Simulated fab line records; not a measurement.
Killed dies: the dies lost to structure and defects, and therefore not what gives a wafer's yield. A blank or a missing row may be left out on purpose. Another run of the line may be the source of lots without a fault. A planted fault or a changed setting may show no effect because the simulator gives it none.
8D (eight disciplines) problem report, filled in by code | flow sky130 | the parts of the form that need people (team, actions taken, sign-off) are left out

== 1. THE ISSUE ==
At SKY_LDD_N_IMPLANT_09, dose-ions-cm2 averages 1.157e+13 over 6 wafers from 2 lots, while fault-free wafers read 7.501e+13, standard deviation 7.2e+10. So: -99 or more standard deviations from the usual mean.
The first sign was on wafer L478.1 at day 20 14:43, on implanter-02. The record holds 36 wafers of 12 lots with a number at this step. Rule for "out" (also "out of limits"): further than 4 standard deviations from the usual mean. The other wafers with a number count as sound.

== 2. WHAT IT IS; WHAT IT IS NOT ==
question                    | is                                | is not
which readings at this step | dose-ions-cm2, faraday-current-uA | beam-energy-keV
which lots                  | L478, L479                        | L473, L480, L485, L486, L487, L488, L489, L490, L492, L493
which wafers of those lots  | all that have a number            | -
read on which tools         | implanter-02                      | implanter-03, implanter-04
when                        | from day 20 14:43                 | up to then (3 sound wafers); but 27 sound wafers of L480, L485, L486, L487, L488, L489, L490, L492, L493 came after

== 3. SUSPECTS, AND WHAT RULES EACH OUT ==
Counting: any tool at a process step up to the reading is kept as a suspect provided that every lot that is out went through it and no sound lot did after the first of them.
- implanter-02 at SKY_LDD_N_IMPLANT_09: ruled out as a lasting fault. Sound lots L485, L487, L489, L490 ran on it after its first lot that is out, L478 (day 20 14:43).
Left after counting: nothing in the record.

== 4. THE CAUSE (what the simulator had put in) ==
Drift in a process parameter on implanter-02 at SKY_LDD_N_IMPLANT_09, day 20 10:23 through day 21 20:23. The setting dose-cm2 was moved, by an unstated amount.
Counting ruled it out, wrongly.

== 5. SEQUENCE OF EFFECTS, ordered by route ==
Rows list readings where the struck wafers' mean (over those with a number) sits beyond 3 standard deviations from the usual. Only readings whose record carries a usual standard deviation are examined. hours: median over the lots of the time between each lot's start at the first step of this table that gives one and its start at this step. sigmas: the change, counted in usual standard deviations.
hours | step                 | reading                  | usual     | on struck wafers | change     | sigmas
0     | SKY_LDD_N_IMPLANT_09 | dose-ions-cm2            | 7.501e+13 | 1.157e+13        | -6.344e+13 | -99 or more
0     | SKY_LDD_N_IMPLANT_09 | faraday-current-uA       | 423       | 66               | -358       | -43
1     | SKY_LDD_N_STRIP_16   | strip-time-to-endpoint-s | 4.318 s   | 4.164            | -0.154     | -10
Here are the process steps it includes:
- SKY_LDD_N_IMPLANT_09
- SKY_LDD_N_STRIP_16: strips in O2/N2.
At these later measuring or inspecting steps, every struck wafer for which the step has a row has a number for every such reading, and none has moved that far: SKY_CONTACT_THK_MEAS_01.

== 6. WHAT WOULD HAVE CAUGHT IT SOONER ==
The fault began at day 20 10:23; the first out-of-limits reading in this record came at day 20 14:43, 4 hours later.
